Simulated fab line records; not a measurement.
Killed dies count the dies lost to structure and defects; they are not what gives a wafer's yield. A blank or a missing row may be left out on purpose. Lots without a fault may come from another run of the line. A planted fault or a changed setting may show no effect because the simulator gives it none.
A struck lot beside a sound one -- flow gf180mcu -- 13 steps out of a route of 602
Sound: these wafers, L994.2, L994.4, L994.6. The struck wafers were L996.4, L996.5, L996.6. The cause is named last.
Per side, at each step with rows, come the tool, then ch with its chambers, and then its first start. Under that, the readings that differ: sound wafers -- struck wafers -- difference of the means -- sigmas: that difference in standard deviations of wafers without a fault.
alike: a reading whose means differ by less than 2 such deviations, as well as words and numbers matching on both sides. not compared: withheld readings; readings where some wafer has no value; bounds like >300 that might hide an equal value; numbers whose values overlap and for which the record gives no deviation.
The two part at a step that has a row with sigmas, a row that says differs or no value, or rows on one side only. When numbers do not overlap yet have no deviation, they are printed without sigmas and do not part them. A reading missing from all wafers of one side parts the sides only when that side holds two or more wafers.

GF_V2_CD_MEAS_14: the cd target is 260 nm.
  struck on cdSem-01, day 22 03:17; sound on cdSem-01, day 21 15:47
  alike: cdNm
GF_V2_OVL_MEAS_15:
  struck on overlay-02, day 22 03:22; sound on overlay-01, day 21 15:53
  alike: V2_OVL
GF_V2_ETCH_16: etches BARC in N2/H2.
  sound on rieDiel-03 ch 0,1, day 21 15:55; struck on rieDiel-04 ch 1,2,3, day 22 03:24
  alike: drypumpMotorCurrentA, oesProductAu, throttleValvePct
GF_V2_ETCH_17: etches SiO2 in C4F8/O2/Ar, stops on TiN, target depth 630 nm.
  sound on rieDiel-03 ch 0,1; struck on rieDiel-04 ch 1,2,3
  alike: oesProductAu
GF_V2_STRIP_18: strips in O2/N2.
  sound on plasmaAsher-03 ch 0,1, day 21 16:02; struck on plasmaAsher-03 ch 0,1, day 22 03:33
  alike: drypumpMotorCurrentA, heaterPowerW, oesProductAu
  not compared: rfHoursCounterH
then, 3 steps without rows for these wafers: GF_V2_STRIP_19 (strips in post etch residue remover, time 1200 s); GF_V2_CLEAN_20 (cleans in DIW); GF_V2_SPUTTER_21 (material Ti, target thk 15 nm, time 80.02 s).
GF_V2_SPUTTER_22: material TiN, target thk 10 nm, time 40 s.
  struck on pvdSputter-04, day 22 04:07; sound on pvdSputter-02, day 21 16:38
  alike: throttleValvePct
GF_V2_CVD_23: deposits W, target thk 350 nm, time 104.94 s.
  sound on cvdW-02 ch 0,1, day 21 16:41; struck on cvdW-02 ch 0,1, day 22 04:11
  alike: heaterPowerW
GF_V2_RS_MEAS_24: measures by four-point-probe.
  struck on filmMetro-02, day 22 04:20; sound on filmMetro-01, day 21 16:49
  alike: V2_W_RS
GF_V2_THK_MEAS_25: measures by xrf.
  struck on filmMetro-02, day 22 04:25; sound on filmMetro-01, day 21 16:55
  alike: V2_W_THK
GF_V2_CMP_26: polishes, stops on SiO2, t overpolish 15 s, target thk 0 nm.
  sound on cmp-02 ch 1,3, day 21 17:01; struck on cmp-02 ch 0,1,2, day 22 04:33
  no value came back on the struck wafers for any of 5 readings (edgeZonePressureFrac, headPressurePsi (psi) and others); on the sound wafers edgeZonePressureFrac reads 1.000 0.995 1.008
reading,sound,struck,difference,sigmas
model.W_of_V2_CVD_23.thkNm (nm),0 0 0,363.6 366.7 370.3,+366.9,
model.SiO2_of_V2_CVD_02.thkNm (nm),629 628.2 626.9,633.7 632 630.6,+4.1,

## WHERE THEY PART
GF_V2_CMP_26 only, going by this record.

WHY: what had been put in by the simulator
Beginning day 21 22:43, the whole step at GF_V2_CMP_26 was skipped on cmp-02. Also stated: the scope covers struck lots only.
